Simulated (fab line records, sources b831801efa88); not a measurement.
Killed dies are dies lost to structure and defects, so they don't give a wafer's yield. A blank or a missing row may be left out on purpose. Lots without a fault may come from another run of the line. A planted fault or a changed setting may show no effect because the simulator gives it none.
Chamber matching | flow gf180mcu | GF_V4_CMP_04 on cmp-01: 4 sister chambers
The step polishes SiO2. 14 wafers are shown with their chamber, then 7 later ones without.

WAFERS WITH THEIR CHAMBER
wafer  | chamber | motor_current_A (A) | head_pressure_psi (psi) | time_to_endpoint_s (s)
L808.1 | 3       | 11.2                | 4.005                   | 83
L808.4 | 0       | 10.0                | 4.002                   | 89
L808.5 | 1       | 15.2                | 4.003                   | 81
L810.1 | 1       | 15.1                | 4.001                   | 75
L810.2 | 2       | 10.7                | 4.008                   | 76
L810.5 | 3       | 11.8                | 3.996                   | 81
L812.1 | 1       | 14.8                | 4.017                   | 75
L812.2 | 3       | 11.4                | 4.001                   | 75
L812.4 | 2       | 10.5                | 3.983                   | 80
L821.1 | 0       | 11.1                | 3.997                   | 76
L821.3 | 3       | 12.0                | 3.993                   | 78
L821.6 | 2       | 10.1                | 3.982                   | 84
L823.2 | 2       | 10.8                | 3.990                   | 76
L823.3 | 3       | 12.3                | 4.003                   | 78

SIGNATURES (means of the wafers above)
reading            | chamber 0 | chamber 1 | chamber 2 | chamber 3 | scatter within a chamber
motor_current_A    | 10.550    | 15.033    | 10.525    | 11.740    | 0.421
head_pressure_psi  | 3.99950   | 4.00700   | 3.99075   | 3.99960   | 0.00836
time_to_endpoint_s | 82.50     | 77.00     | 79.00     | 79.00     | 4.36
Rule: a wafer's distance from a chamber is the root of the sum, over the readings, of the square of ((its reading less the chamber's mean) divided by the reading's scatter). The wafer belongs to the nearest chamber; if the next one is less than 2 further off, it can't be placed. The scatter: the root of (the sum of the squares of (reading less its chamber's mean) over the shown wafers, divided by (wafers less chambers)).

WAFERS WITHOUT THEIR CHAMBER
wafer  | motor_current_A (A) | head_pressure_psi (psi) | time_to_endpoint_s (s)
L823.4 | 11.2                | 4.011                   | 84
L826.1 | 11.9                | 3.987                   | 75
L826.5 | 10.1                | 4.006                   | 76
L826.6 | 12.3                | 3.984                   | 78
L828.1 | 10.8                | 3.998                   | 81
L828.5 | 14.3                | 4.006                   | 74
L828.6 | 11.0                | 4.002                   | 85

WHICH CHAMBER EACH WENT THROUGH
wafer  | from the rows above          | in truth
L823.4 | can't be placed: 0 or 3 or 2 | 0
L826.1 | can't be placed: 3 or 2      | 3
L826.5 | can't be placed: 0 or 2      | 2
L826.6 | can't be placed: 3 or 2      | 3
L828.1 | can't be placed: 0 or 2 or 3 | 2
L828.5 | 1                            | 1
L828.6 | can't be placed: 0 or 2 or 3 | 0
Placed correctly: 1 of 7. Can't be placed from these rows: 6 (the true chamber is among the candidates in 6). Placed wrongly: 0.
